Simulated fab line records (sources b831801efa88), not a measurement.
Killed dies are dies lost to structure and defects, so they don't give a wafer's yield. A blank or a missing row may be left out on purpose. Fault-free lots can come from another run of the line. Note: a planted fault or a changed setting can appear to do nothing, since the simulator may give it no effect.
fab line records	flow sky130
record lots=24	wafers=72	last-day=52
route steps=708 shown POLY_GATE@229 LDD_HVP@285 POLY_CUT@317 METAL1@438 METAL3@568 PAD_OPEN@702
lots that met no fault: taken from a fault-free run of the same line
start-h: start of the lot's first displayed wafer, in hours after the record's first day	wait-h: time in hours since the lot's previous step	" as in the row above	L1.1+2: a single row standing in for several wafers	- no value, or no start given	* or withheld: withheld	< > ~ a bound
route shown NAME@n: a module of which the file shows steps, and the number in the route of the first	usual: mean/standard deviation taken from wafers without a fault	same: alike in all rows	chamber/n: place in a boat	sites: readings site by site	_std_site: standard deviation across them	_edge_site: inner sites' mean taken away from outer sites' mean	radius-mm: how far each site lies from the wafer's centre	mask NAME#n: copy n	behind: tool/chamber where the wafer was last shaped	hold: reason for holding the lot/hours on hold/outcome of the hold	device: names the non-switching transistor (n, p or np)	end of line: tests run on the same wafers once the route is complete	a step given without rows: its recipe and nothing more	killed: at the first sort, the dies lost to defects and structure; wafer yield is something else	map: a wafer's dies, x killed, . not, _ none there
set.NAME: the setting the step ran with; set.NAME@STEP: the setting that earlier step ran with	model.NAME: the simulator's own value behind a step, which no gauge read
a sample of lots followed through the steps of the route, with each step as a table and each wafer as a row
services: the hour from which a tool's chamber was out of use, counted from the record's first day as start-h (under 0 if before that day), plus the number of hours and why
## steps
# step SKY_POLY_GATE_ETCH_15
# recipe chemistry=N2/H2	target=BARC	ion-energy-ev=200	source-w=500	bias-w=100	pressure-mtorr=30	n2-flow-sccm=100	h2-flow-sccm=200	stop-on=SiO2	time-s=118.5	target-depth-a=1100
# usual drypump-motor-current-A=5.8/0.59	h2-flow-sccm=200.0/0.59	oes-product-au=0.716/0.0046	throttle-valve-pct=13.212/0.0085
lot.wafer	tool	chamber	start-h	wait-h	drypump-motor-current-A	h2-flow-sccm	oes-product-au	rf-hours-counter-h	throttle-valve-pct
L074.1	rie-diel-01	0	401.19	0.0	5.2	200.3	0.713	0	13.195
L074.3	"	1	"	"	5.8	199.9	0.719	11	13.220
L074.5	"	2	"	"	5.5	199.8	0.709	-	13.209
L075.1	rie-diel-04	1	406.95	0.0	6.7	200.7	0.718	87	13.230
L075.4	"	1	"	"	6.7	199.9	0.711	-	13.222
L075.5	"	2	"	"	6.6	199.8	0.716	-	13.212
L076.2	rie-diel-01	0	413.28	0.0	5.2	200.2	0.710	0	13.220
L076.4	"	3	"	"	5.0	199.3	0.706	106	13.221
L076.5	"	3	"	"	5.0	199.4	0.723	-	13.206
L077.2	rie-diel-03	2	424.15	0.0	4.9	199.4	0.720	75	13.204
L077.3	"	0	"	"	5.3	198.8	0.719	21	13.207
L077.6	"	1	"	"	6.5	200.0	0.716	-	13.208
L078.2	rie-diel-03	0	427.13	0.0	5.3	199.2	0.719	21	13.219
L078.4	"	3	"	"	6.3	200.0	0.718	11	13.219
L078.6	"	3	"	"	6.3	199.3	0.716	-	13.213
L079.1	rie-diel-04	3	431.18	0.0	6.1	200.3	0.722	95	13.231
L079.2	"	0	"	"	5.7	200.9	0.715	21	13.218
L079.3	"	2	"	"	6.6	199.9	0.721	29	13.206
L080.1	rie-diel-01	0	431.90	0.0	5.2	200.2	0.715	1	13.200
L080.2	"	2	"	"	5.5	200.7	0.715	6	13.204
L080.4	"	2	"	"	5.5	201.1	0.714	-	13.208
L081.2	rie-diel-03	1	432.18	0.0	6.4	200.1	0.723	2	13.235
L081.4	"	3	"	"	6.3	199.4	0.714	12	13.227
L081.6	"	2	"	"	4.9	199.8	0.707	-	13.219
L082.1	rie-diel-01	1	433.92	0.0	5.9	198.9	0.718	12	13.214
L082.4	"	0	"	"	5.2	200.0	0.716	-	13.209
L082.5	"	2	"	"	5.5	200.1	0.721	-	13.211
L083.2	rie-diel-04	2	434.25	0.0	6.6	199.4	0.719	29	13.208
L083.4	"	1	"	"	6.7	199.4	0.718	88	13.218
L083.6	"	0	"	"	5.7	199.4	0.712	-	13.209
L084.1	rie-diel-03	2	434.95	0.0	4.9	199.9	0.720	76	13.204
L084.3	"	1	"	"	6.5	200.5	0.718	2	13.218
L084.5	"	2	"	"	4.9	200.4	0.717	-	13.217
L087.3	rie-diel-04	0	438.30	0.0	5.7	199.2	0.713	22	13.235
L087.5	"	3	"	"	6.1	199.3	0.726	-	13.198
L087.6	"	0	"	"	5.6	200.0	0.716	-	13.218
L085.2	rie-diel-01	2	439.25	0.0	5.5	200.8	0.721	6	13.218
L085.3	"	3	"	"	5.0	200.0	0.709	0	13.211
L085.6	"	3	"	"	5.0	200.3	0.707	-	13.223
L086.2	rie-diel-03	0	439.25	0.0	5.3	200.3	0.713	21	13.216
L086.4	"	1	"	"	6.5	199.8	0.719	3	13.216
L086.6	"	3	"	"	6.3	200.6	0.721	-	13.212
L088.2	rie-diel-03	0	582.60	0.0	5.3	201.2	0.719	23	13.205
L088.4	"	1	"	"	6.5	200.4	0.718	-	13.206
L088.5	"	3	"	"	6.3	199.4	0.716	-	13.209
L089.3	rie-diel-03	3	596.35	0.0	6.3	200.2	0.712	14	13.185
L089.4	"	3	"	"	6.3	200.1	0.709	-	13.214
L089.5	"	0	"	"	5.3	200.0	0.705	-	13.201
L093.1	rie-diel-01	1	598.71	0.0	5.8	199.4	0.711	15	13.213
L093.3	"	3	"	"	5.0	199.9	0.711	3	13.206
L093.5	"	2	"	"	5.5	201.5	0.722	-	13.208
L091.3	rie-diel-03	1	600.23	0.0	6.5	200.9	0.711	5	13.214
L091.4	"	1	"	"	6.5	200.7	0.715	-	13.220
L091.5	"	3	"	"	6.3	199.9	0.714	-	13.199
L092.1	rie-diel-04	3	602.88	0.0	6.1	200.0	0.721	2	13.208
L092.2	"	1	"	"	6.7	200.6	0.708	1	13.210
L092.4	"	2	"	"	6.5	199.3	0.724	32	13.207
L094.1	rie-diel-01	1	603.23	0.0	5.8	199.8	0.719	15	13.204
L094.3	"	0	"	"	5.2	199.2	0.716	4	13.198
L094.5	"	2	"	"	5.5	200.3	0.717	-	13.213
L090.1	rie-diel-03	1	604.90	0.0	6.5	200.1	0.708	5	13.215
L090.3	"	0	"	"	5.3	199.5	0.715	24	13.217
L090.4	"	3	"	"	6.3	200.3	0.707	15	13.211
L095.4	rie-diel-01	2	609.33	0.0	5.4	199.9	0.712	9	13.223
L095.5	"	2	"	"	5.5	200.5	0.714	-	13.207
L095.6	"	1	"	"	5.8	199.8	0.724	-	13.210
L097.1	rie-diel-03	1	609.95	0.0	6.5	200.5	0.717	5	13.224
L097.3	"	2	"	"	4.9	200.0	0.718	0	13.215
L097.4	"	3	"	"	6.3	199.3	0.719	15	13.200
L096.1	rie-diel-03	0	611.75	0.0	5.3	199.9	0.712	24	13.208
L096.2	"	3	"	"	6.3	200.1	0.716	15	13.229
L096.4	"	1	"	"	6.5	199.6	0.715	6	13.211
# step SKY_LDD_HVP_OVL_MEAS_07
# usual LDD_HVP_OVL=0.2/1.5
lot.wafer	tool	chamber	start-h	wait-h	LDD_HVP_OVL[nm]
L074.1	overlay-01	-	529.92	0.1	-0.9
L074.3	"	-	"	"	-0.7
L074.5	"	-	"	"	0.3
L075.1	overlay-02	-	537.24	0.1	1.2
L075.4	"	-	"	"	0.7
L075.5	"	-	"	"	-1.5
L076.2	overlay-02	-	542.40	0.1	1.4
L076.4	"	-	"	"	1.9
L076.5	"	-	"	"	0.9
L077.2	overlay-01	-	550.68	0.1	3.1
L077.3	"	-	"	"	-1.5
L077.6	"	-	"	"	2.1
L078.2	overlay-02	-	554.55	0.1	0.6
L078.4	"	-	"	"	-0.8
L078.6	"	-	"	"	-0.9
L079.1	overlay-02	-	558.19	0.1	-0.4
L079.2	"	-	"	"	0.4
L079.3	"	-	"	"	1.5
L080.1	overlay-02	-	558.84	0.1	-0.5
L080.2	"	-	"	"	0.7
L080.4	"	-	"	"	-0.9
L081.2	overlay-01	-	560.13	0.1	-0.1
L081.4	"	-	"	"	-1.8
L081.6	"	-	"	"	-0.3
L082.1	overlay-02	-	560.42	0.1	0.0
L082.4	"	-	"	"	1.3
L082.5	"	-	"	"	1.4
L083.2	overlay-01	-	561.00	0.1	-1.0
L083.4	"	-	"	"	0.5
L083.6	"	-	"	"	0.1
L084.1	overlay-02	-	561.64	0.1	-1.5
L084.3	"	-	"	"	-1.6
L084.5	"	-	"	"	0.8
L087.3	overlay-01	-	564.68	0.1	2.2
L087.5	"	-	"	"	1.8
L087.6	"	-	"	"	2.8
L085.2	overlay-01	-	567.38	0.1	1.4
L085.3	"	-	"	"	2.5
L085.6	"	-	"	"	-0.7
L086.2	overlay-01	-	567.68	0.1	1.0
L086.4	"	-	"	"	0.9
L086.6	"	-	"	"	2.6
L088.2	overlay-02	-	704.08	0.1	-2.8
L088.4	"	-	"	"	-2.0
L088.5	"	-	"	"	-2.7
L089.3	overlay-02	-	716.81	0.1	0.7
L089.4	"	-	"	"	0.2
L089.5	"	-	"	"	0.8
L093.1	overlay-02	-	719.74	0.1	0.8
L093.3	"	-	"	"	0.8
L093.5	"	-	"	"	0.8
L091.3	overlay-01	-	719.81	0.1	1.6
L091.4	"	-	"	"	0.9
L091.5	"	-	"	"	0.0
L092.1	overlay-01	-	720.52	0.1	0.5
L092.2	"	-	"	"	1.0
L092.4	"	-	"	"	-1.9
L094.1	overlay-01	-	721.59	0.1	-0.5
L094.3	"	-	"	"	0.9
L094.5	"	-	"	"	1.3
L090.1	overlay-02	-	724.32	0.1	0.9
L090.3	"	-	"	"	1.6
L090.4	"	-	"	"	3.2
L095.4	overlay-01	-	727.61	0.1	1.0
L095.5	"	-	"	"	0.2
L095.6	"	-	"	"	1.7
L097.1	overlay-01	-	728.22	0.1	-0.5
L097.3	"	-	"	"	2.2
L097.4	"	-	"	"	-0.6
L096.1	overlay-02	-	730.02	0.1	-3.6
L096.2	"	-	"	"	-2.2
L096.4	"	-	"	"	-0.4
# step SKY_POLY_CUT_ETCH_10
# recipe chemistry=N2/H2	target=BARC	ion-energy-ev=200	source-w=500	bias-w=100	pressure-mtorr=30	n2-flow-sccm=100	h2-flow-sccm=200	stop-on=SiO2	time-s=45.9	target-depth-a=600
# usual drypump-motor-current-A=5.4/0.5	h2-flow-sccm=200.0/0.59	oes-product-au=0.855/0.0048	throttle-valve-pct=13.222/0.01
lot.wafer	tool	chamber	start-h	wait-h	drypump-motor-current-A	h2-flow-sccm	oes-product-au	rf-hours-counter-h	throttle-valve-pct
L074.1	rie-diel-01	3	593.82	0.0	5.0	199.5	0.846	2	13.222
L074.3	"	1	"	"	5.8	199.8	0.854	14	13.218
L074.5	"	2	"	"	5.5	199.5	0.862	-	13.210
L075.1	rie-diel-03	2	601.87	0.0	4.9	200.4	0.856	0	13.234
L075.4	"	0	"	"	5.3	199.5	0.841	24	13.222
L075.5	"	3	"	"	6.3	199.6	0.857	-	13.224
L076.2	rie-diel-01	1	606.70	0.0	5.8	199.2	0.857	15	13.197
L076.4	"	0	"	"	5.2	198.6	0.850	4	13.222
L076.5	"	2	"	"	5.5	199.9	0.847	-	13.223
L077.2	rie-diel-01	1	615.61	0.0	5.8	200.0	0.851	15	13.245
L077.3	"	0	"	"	5.2	200.0	0.850	4	13.212
L077.6	"	3	"	"	5.0	200.3	0.850	-	13.217
L078.2	rie-diel-02	1	618.90	0.0	5.3	199.4	0.854	11	13.221
L078.4	"	2	"	"	4.8	200.8	0.858	4	13.221
L078.6	"	3	"	"	5.3	201.0	0.848	-	13.230
L079.1	rie-diel-02	0	622.15	0.0	5.1	200.0	0.857	10	13.227
L079.2	"	3	"	"	5.2	199.3	0.846	6	13.205
L079.3	"	1	"	"	5.3	199.9	0.853	11	13.217
L080.1	rie-diel-03	0	622.67	0.0	5.3	199.4	0.855	25	13.227
L080.2	"	1	"	"	6.4	199.3	0.857	6	13.221
L080.4	"	3	"	"	6.3	199.9	0.847	16	13.209
L083.2	rie-diel-01	2	623.85	0.0	5.5	199.5	0.850	10	13.207
L083.4	"	0	"	"	5.2	200.4	0.850	5	13.219
L083.6	"	0	"	"	5.2	200.6	0.857	-	13.237
L082.1	rie-diel-03	3	623.97	0.0	6.3	200.1	0.846	16	13.206
L082.4	"	1	"	"	6.5	200.6	0.858	6	13.220
L082.5	"	0	"	"	5.3	199.7	0.865	-	13.225
L081.2	rie-diel-02	0	624.32	0.0	5.1	199.8	0.857	10	13.221
L081.4	"	2	"	"	4.8	199.9	0.863	5	13.235
L081.6	"	0	"	"	5.1	199.6	0.856	-	13.218
L084.1	rie-diel-01	3	625.15	0.0	5.0	200.1	0.852	4	13.219
L084.3	"	2	"	"	5.5	200.9	0.857	10	13.213
L084.5	"	0	"	"	5.2	200.3	0.851	-	13.229
L087.3	rie-diel-03	0	627.25	0.0	5.3	199.8	0.867	25	13.227
L087.5	"	3	"	"	6.3	199.0	0.855	-	13.223
L087.6	"	0	"	"	5.3	200.3	0.856	-	13.226
L085.2	rie-diel-01	0	630.77	0.0	5.2	200.7	0.854	5	13.229
L085.3	"	1	"	"	5.8	200.4	0.852	16	13.213
L085.6	"	0	"	"	5.2	200.0	0.850	-	13.221
L086.2	rie-diel-02	2	631.12	0.0	4.8	200.0	0.851	5	13.213
L086.4	"	3	"	"	5.3	200.4	0.859	7	13.222
L086.6	"	1	"	"	5.3	199.5	0.853	-	13.231
L088.2	rie-diel-01	3	762.07	0.0	5.0	199.3	0.856	7	13.226
L088.4	"	2	"	"	5.5	199.7	0.852	13	13.219
L088.5	"	1	"	"	5.8	199.7	0.856	-	13.217
L089.3	rie-diel-01	2	776.35	0.0	5.5	199.6	0.858	14	13.232
L089.4	"	0	"	"	5.2	199.8	0.854	9	13.206
L089.5	"	3	"	"	5.0	201.1	0.853	-	13.241
L093.1	rie-diel-03	1	777.65	0.0	6.5	200.6	0.863	10	13.219
L093.3	"	3	"	"	6.3	199.7	0.856	19	13.224
L093.5	"	0	"	"	5.3	200.5	0.858	-	13.230
L092.1	rie-diel-03	0	779.12	0.0	5.3	200.5	0.853	29	13.214
L092.2	"	2	"	"	4.9	199.4	0.865	5	13.224
L092.4	"	3	"	"	6.3	200.3	0.854	19	13.226
L091.3	rie-diel-02	1	779.47	0.0	5.3	199.0	0.860	13	13.202
L091.4	"	3	"	"	5.2	201.0	0.861	9	13.216
L091.5	"	2	"	"	4.8	201.4	0.857	-	13.231
L094.1	rie-diel-01	1	781.60	0.0	5.8	200.1	0.851	20	13.226
L094.3	"	0	"	"	5.2	200.7	0.859	9	13.241
L094.5	"	3	"	"	5.0	199.5	0.850	-	13.216
L090.1	rie-diel-03	1	785.02	0.0	6.5	200.7	0.859	10	13.228
L090.3	"	0	"	"	5.3	200.9	0.858	29	13.209
L090.4	"	2	"	"	4.9	200.2	0.864	5	13.209
L095.4	rie-diel-01	3	785.75	0.0	5.0	198.7	0.849	8	13.217
L095.5	"	0	"	"	5.2	198.8	0.855	-	13.219
L095.6	"	3	"	"	5.0	199.5	0.856	-	13.230
L097.1	rie-diel-02	2	786.30	0.0	4.8	201.1	0.856	7	13.225
L097.3	"	0	"	"	5.1	200.1	0.857	13	13.227
L097.4	"	3	"	"	5.3	199.7	0.855	9	13.220
L096.1	rie-diel-03	3	789.80	0.0	6.3	199.7	0.861	20	13.225
L096.2	"	1	"	"	6.5	200.7	0.854	10	13.235
L096.4	"	2	"	"	4.9	199.9	0.855	5	13.222
# step SKY_METAL1_SPUTTER_04
# recipe material=TiN	target-thk-nm=70	power-w=6500	time-s=58.3	chamber-pressure-pa=0.4
# usual throttle-valve-pct=29.4/0.89
lot.wafer	tool	chamber	start-h	wait-h	throttle-valve-pct
L074.1	pvd-sputter-01	-	774.59	0.0	28.6
L074.3	"	-	"	"	29.9
L074.5	"	-	"	"	29.0
L075.1	pvd-sputter-01	-	780.42	0.0	29.3
L075.4	"	-	"	"	28.8
L075.5	"	-	"	"	29.2
L076.2	pvd-sputter-02	-	784.57	0.0	30.0
L076.4	"	-	"	"	29.9
L076.5	"	-	"	"	29.8
L077.2	pvd-sputter-01	-	794.94	0.0	29.4
L077.3	"	-	"	"	28.0
L077.6	"	-	"	"	29.7
L078.2	pvd-sputter-01	-	795.29	0.0	28.2
L078.4	"	-	"	"	30.0
L078.6	"	-	"	"	29.2
L079.1	pvd-sputter-01	-	798.79	0.0	28.3
L079.2	"	-	"	"	28.6
L079.3	"	-	"	"	29.3
L080.1	pvd-sputter-03	-	799.14	0.0	27.9
L080.2	"	-	"	"	30.4
L080.4	"	-	"	"	30.4
L083.2	pvd-sputter-02	-	799.49	0.0	28.6
L083.4	"	-	"	"	29.7
L083.6	"	-	"	"	30.2
L082.1	pvd-sputter-01	-	800.12	0.0	28.7
L082.4	"	-	"	"	29.4
L082.5	"	-	"	"	28.5
L081.2	pvd-sputter-02	-	801.04	0.0	29.8
L081.4	"	-	"	"	30.1
L081.6	"	-	"	"	30.8
L084.1	pvd-sputter-03	-	802.77	0.0	28.0
L084.3	"	-	"	"	30.1
L084.5	"	-	"	"	29.1
L087.3	pvd-sputter-02	-	804.89	0.0	28.1
L087.5	"	-	"	"	31.0
L087.6	"	-	"	"	29.7
L085.2	pvd-sputter-02	-	806.94	0.0	30.8
L085.3	"	-	"	"	29.7
L085.6	"	-	"	"	30.4
L086.2	pvd-sputter-03	-	807.22	0.0	30.6
L086.4	"	-	"	"	30.3
L086.6	"	-	"	"	30.3
L088.2	pvd-sputter-02	-	931.16	0.0	28.3
L088.4	"	-	"	"	28.8
L088.5	"	-	"	"	29.7
L089.3	pvd-sputter-01	-	943.66	0.0	29.9
L089.4	"	-	"	"	29.0
L089.5	"	-	"	"	29.7
L093.1	pvd-sputter-02	-	944.24	0.0	29.8
L093.3	"	-	"	"	28.7
L093.5	"	-	"	"	30.9
L092.1	pvd-sputter-03	-	944.80	0.0	28.3
L092.2	"	-	"	"	30.2
L092.4	"	-	"	"	30.2
L091.3	pvd-sputter-03	-	947.42	0.0	30.3
L091.4	"	-	"	"	29.3
L091.5	"	-	"	"	28.3
L094.1	pvd-sputter-02	-	948.05	0.0	30.2
L094.3	"	-	"	"	30.5
L094.5	"	-	"	"	30.1
L090.1	pvd-sputter-03	-	949.28	0.0	30.0
L090.3	"	-	"	"	30.3
L090.4	"	-	"	"	29.1
L095.4	pvd-sputter-03	-	951.40	0.0	30.3
L095.5	"	-	"	"	30.6
L095.6	"	-	"	"	30.2
L097.1	pvd-sputter-03	-	952.92	0.0	30.3
L097.3	"	-	"	"	30.3
L097.4	"	-	"	"	29.2
L096.1	pvd-sputter-02	-	953.96	0.0	28.6
L096.2	"	-	"	"	30.0
L096.4	"	-	"	"	30.2
# step SKY_METAL3_METAL_ETCH_18
# recipe target-depth-a=8450	stop-on=SiO2	over-etch-frac=0.3	time-s=183.1	chemistry=Cl2/BCl3	resist-sidewall-deg=88	pressure-mtorr=10	icp-w=900	bias-w=48.5	Cl2_flow_sccm=60	bcl3-flow-sccm=30
# usual drypump-motor-current-A=5.4/0.34	oes-product-au=0.867/0.0067	throttle-valve-pct=22.264/0.0096
lot.wafer	tool	chamber	start-h	wait-h	drypump-motor-current-A	oes-product-au	rf-hours-counter-h	throttle-valve-pct
L074.1	rie-metal-04	0	941.97	0.0	5.9	0.859	10	22.273
L074.3	"	0	"	"	5.9	0.877	-	22.267
L074.5	"	0	"	"	5.9	0.870	-	22.258
L075.1	rie-metal-03	1	946.75	0.0	5.0	0.871	16	22.261
L075.4	"	0	"	"	5.7	0.872	-	22.262
L075.5	"	0	"	"	5.7	0.885	-	22.281
L076.2	rie-metal-03	1	949.92	0.0	5.0	0.862	16	22.262
L076.4	"	1	"	"	5.0	0.862	-	22.266
L076.5	"	1	"	"	5.0	0.867	-	22.249
L077.2	rie-metal-04	0	959.95	0.0	5.9	0.863	11	22.282
L077.3	"	1	"	"	5.7	0.864	-	22.276
L077.6	"	1	"	"	5.7	0.868	-	22.262
L078.2	rie-metal-01	0	960.60	0.0	5.1	0.875	3	22.262
L078.4	"	1	"	"	5.2	0.858	-	22.272
L078.6	"	1	"	"	5.2	0.881	-	22.275
L079.1	rie-metal-03	1	963.80	0.0	5.0	0.869	17	22.279
L079.2	"	0	"	"	5.7	0.859	13	22.256
L079.3	"	1	"	"	5.0	0.863	-	22.247
L080.1	rie-metal-04	0	964.50	0.0	5.9	0.856	11	22.263
L080.2	"	1	"	"	5.7	0.864	2	22.269
L080.4	"	0	"	"	5.9	0.863	-	22.265
L083.2	rie-metal-01	0	964.85	0.0	5.0	0.865	3	22.264
L083.4	"	0	"	"	5.1	0.867	-	22.267
L083.6	"	0	"	"	5.1	0.873	-	22.276
L082.1	rie-metal-03	1	965.20	0.0	5.0	0.876	18	22.261
L082.4	"	0	"	"	5.7	0.869	-	22.264
L082.5	"	1	"	"	5.0	0.863	-	22.260
L081.2	rie-metal-04	1	966.65	0.0	5.7	0.875	2	22.287
L081.4	"	1	"	"	5.8	0.875	-	22.264
L081.6	"	0	"	"	5.9	0.870	-	22.252
L084.1	rie-metal-01	1	966.70	0.0	5.2	0.872	13	22.263
L084.3	"	0	"	"	5.0	0.866	-	22.266
L084.5	"	0	"	"	5.1	0.877	-	22.252
L087.3	rie-metal-04	1	972.41	0.1	5.7	0.858	-	22.257
L087.5	"	1	"	"	5.7	0.871	-	22.269
L087.6	"	0	"	"	5.9	0.858	-	22.266
L085.2	rie-metal-03	1	972.70	0.0	5.0	0.865	18	22.270
L085.3	"	1	"	"	5.0	0.873	-	22.248
L085.6	"	1	"	"	5.0	0.856	-	22.270
L086.2	rie-metal-01	0	973.05	0.0	5.1	0.870	4	22.265
L086.4	"	1	"	"	5.2	0.873	-	22.248
L086.6	"	0	"	"	5.1	0.859	-	22.256
L088.2	rie-metal-01	0	1085.62	0.0	5.1	0.867	9	22.270
L088.4	"	0	"	"	5.1	0.864	-	22.271
L088.5	"	0	"	"	5.1	0.875	-	22.282
L089.3	rie-metal-01	1	1096.31	0.1	5.2	0.878	-	22.279
L089.4	"	0	"	"	5.1	0.862	-	22.253
L089.5	"	0	"	"	5.1	0.867	-	22.254
L092.1	rie-metal-01	0	1098.00	0.0	5.1	0.858	11	22.275
L092.2	"	1	"	"	5.3	0.859	21	22.248
L092.4	"	1	"	"	5.3	0.861	-	22.265
L091.3	rie-metal-03	0	1099.43	0.1	5.7	0.881	-	22.264
L091.4	"	1	"	"	5.0	0.880	-	22.266
L091.5	"	1	"	"	5.0	0.870	-	22.259
L094.1	rie-metal-03	0	1100.32	0.0	5.7	0.864	22	22.257
L094.3	"	0	"	"	5.7	0.877	-	22.269
L094.5	"	1	"	"	5.0	0.873	-	22.260
L090.1	rie-metal-01	0	1101.26	0.0	5.1	0.863	11	22.260
L090.3	"	0	"	"	5.0	0.869	-	22.267
L090.4	"	1	"	"	5.3	0.851	-	22.272
L095.4	rie-metal-03	0	1101.80	0.1	5.7	0.858	-	22.265
L095.5	"	0	"	"	5.7	0.849	-	22.262
L095.6	"	1	"	"	5.0	0.869	-	22.261
L097.1	rie-metal-04	1	1104.27	0.0	5.7	0.870	10	22.267
L097.3	"	1	"	"	5.7	0.862	-	22.252
L097.4	"	0	"	"	5.9	0.863	-	22.270
L096.1	rie-metal-04	0	1104.75	0.0	5.9	0.867	19	22.253
L096.2	"	1	"	"	5.7	0.860	10	22.256
L096.4	"	1	"	"	5.7	0.862	-	22.271
L093.1	rie-metal-04	1	1105.55	0.0	5.7	0.871	10	22.262
L093.3	"	1	"	"	5.7	0.859	-	22.248
L093.5	"	0	"	"	5.9	0.858	-	22.269
# step SKY_PAD_OPEN_STRIP_08
# recipe chemistry=O2/N2	power-w=1400	pressure-mtorr=1500	platen-temp-c=withheld	overash-fraction=0.7	o2-flow-sccm=3000	n2-flow-sccm=300
# usual drypump-motor-current-A=5.69/0.24	oes-product-au=0.663/0.0046
lot.wafer	tool	chamber	start-h	wait-h	drypump-motor-current-A	oes-product-au	rf-hours-counter-h
L074.1	plasma-asher-03	0	1115.73	0.1	5.45	0.670	5
L074.3	"	1	"	"	5.16	0.668	-
L074.5	"	0	"	"	5.43	0.664	-
L075.1	plasma-asher-02	1	1122.08	0.1	5.78	0.656	31
L075.4	"	1	"	"	5.79	0.669	-
L075.5	"	0	"	"	5.78	0.663	-
L076.2	plasma-asher-01	1	1124.00	0.1	5.77	0.661	70
L076.4	"	1	"	"	5.77	0.655	-
L076.5	"	1	"	"	5.77	0.665	-
L077.2	plasma-asher-01	0	1132.68	0.1	5.91	0.663	71
L077.3	"	0	"	"	5.91	0.666	-
L077.6	"	0	"	"	5.93	0.669	-
L078.2	plasma-asher-02	1	1133.18	0.1	5.80	0.660	32
L078.4	"	0	"	"	5.79	0.660	-
L078.6	"	1	"	"	5.80	0.651	-
L080.1	plasma-asher-03	1	1134.33	0.1	5.14	0.678	7
L080.2	"	0	"	"	5.45	0.662	7
L080.4	"	0	"	"	5.45	0.664	-
L079.1	plasma-asher-02	1	1134.68	0.1	5.75	0.665	33
L079.2	"	0	"	"	5.77	0.670	33
L079.3	"	1	"	"	5.72	0.666	-
L083.2	plasma-asher-02	0	1136.00	0.1	5.82	0.664	33
L083.4	"	1	"	"	5.77	0.672	-
L083.6	"	0	"	"	5.80	0.664	-
L082.1	plasma-asher-03	1	1136.48	0.1	5.16	0.663	7
L082.4	"	0	"	"	5.43	0.662	-
L082.5	"	1	"	"	5.17	0.667	-
L081.2	plasma-asher-02	0	1136.88	0.1	5.78	0.662	33
L081.4	"	0	"	"	5.79	0.670	-
L081.6	"	1	"	"	5.78	0.658	-
L084.1	plasma-asher-01	0	1137.75	0.1	5.92	0.665	71
L084.3	"	1	"	"	5.74	0.658	-
L084.5	"	1	"	"	5.75	0.664	-
L087.3	plasma-asher-02	0	1142.96	0.1	5.80	0.665	-
L087.5	"	1	"	"	5.80	0.664	-
L087.6	"	0	"	"	5.80	0.664	-
L085.2	plasma-asher-01	0	1143.28	0.1	5.93	0.666	72
L085.3	"	0	"	"	5.92	0.662	-
L085.6	"	1	"	"	5.74	0.667	-
L086.2	plasma-asher-01	1	1144.65	0.1	5.74	0.663	72
L086.4	"	0	"	"	5.93	0.666	-
L086.6	"	0	"	"	5.92	0.655	-
L088.2	plasma-asher-03	0	1226.78	0.1	5.46	0.671	16
L088.4	"	0	"	"	5.48	0.668	-
L088.5	"	1	"	"	5.18	0.661	-
L089.3	plasma-asher-01	0	1233.64	0.1	5.92	0.663	-
L089.4	"	1	"	"	5.75	0.665	-
L089.5	"	0	"	"	5.92	0.666	-
L092.1	plasma-asher-01	0	1235.18	0.1	5.92	0.660	79
L092.2	"	1	"	"	5.77	0.666	79
L092.4	"	0	"	"	5.92	0.658	-
L091.3	plasma-asher-02	1	1237.16	0.1	5.77	0.664	-
L091.4	"	0	"	"	5.79	0.665	-
L091.5	"	0	"	"	5.78	0.668	-
L094.1	plasma-asher-01	0	1237.68	0.1	5.91	0.669	79
L094.3	"	1	"	"	5.75	0.655	-
L094.5	"	0	"	"	5.91	0.660	-
L090.1	plasma-asher-01	0	1238.85	0.1	5.92	0.667	79
L090.3	"	0	"	"	5.92	0.659	-
L090.4	"	1	"	"	5.76	0.661	-
L095.4	plasma-asher-01	0	1239.24	0.1	5.92	0.669	-
L095.5	"	0	"	"	5.92	0.667	-
L095.6	"	1	"	"	5.76	0.663	-
L097.1	plasma-asher-02	0	1240.15	0.1	5.79	0.651	43
L097.3	"	0	"	"	5.80	0.661	-
L097.4	"	1	"	"	5.76	0.661	-
L096.1	plasma-asher-03	0	1241.13	0.1	5.43	0.664	17
L096.2	"	1	"	"	5.16	0.659	17
L096.4	"	1	"	"	5.16	0.662	-
L093.1	plasma-asher-03	1	1241.50	0.1	5.15	0.674	17
L093.3	"	0	"	"	5.49	0.663	-
L093.5	"	1	"	"	5.13	0.657	-
## services
tool	chamber	start-h	hours	kind
rie-diel-01	-	437.59	1.0	repair
rie-diel-03	3	515.39	4.1	repair
rie-diel-03	2	515.93	7.3	repair
rie-diel-03	-	557.58	14.6	pm
rie-diel-01	2	562.10	4.1	repair
rie-diel-03	3	660.44	1.5	repair
rie-diel-01	2	665.74	10.8	repair
rie-diel-03	-	670.15	2.8	pm
rie-diel-01	0	683.21	6.3	repair
rie-diel-03	3	685.94	14.0	repair
rie-diel-03	1	693.32	4.1	repair
rie-diel-01	3	799.99	11.3	repair
rie-diel-01	-	865.96	28.1	pm
rie-diel-01	3	913.95	52.3	repair
rie-diel-01	2	918.30	4.0	repair
rie-diel-03	1	957.67	6.3	repair
rie-diel-03	2	1002.02	9.2	repair
rie-diel-01	1	1004.00	16.7	repair
rie-diel-01	-	1070.12	2.8	pm
rie-diel-01	2	1104.72	2.4	repair
rie-diel-03	1	1198.78	5.1	repair
rie-diel-03	-	1207.29	0.3	repair
rie-diel-03	3	1214.48	9.0	repair
rie-diel-03	2	1219.54	3.0	repair
## key
fault none
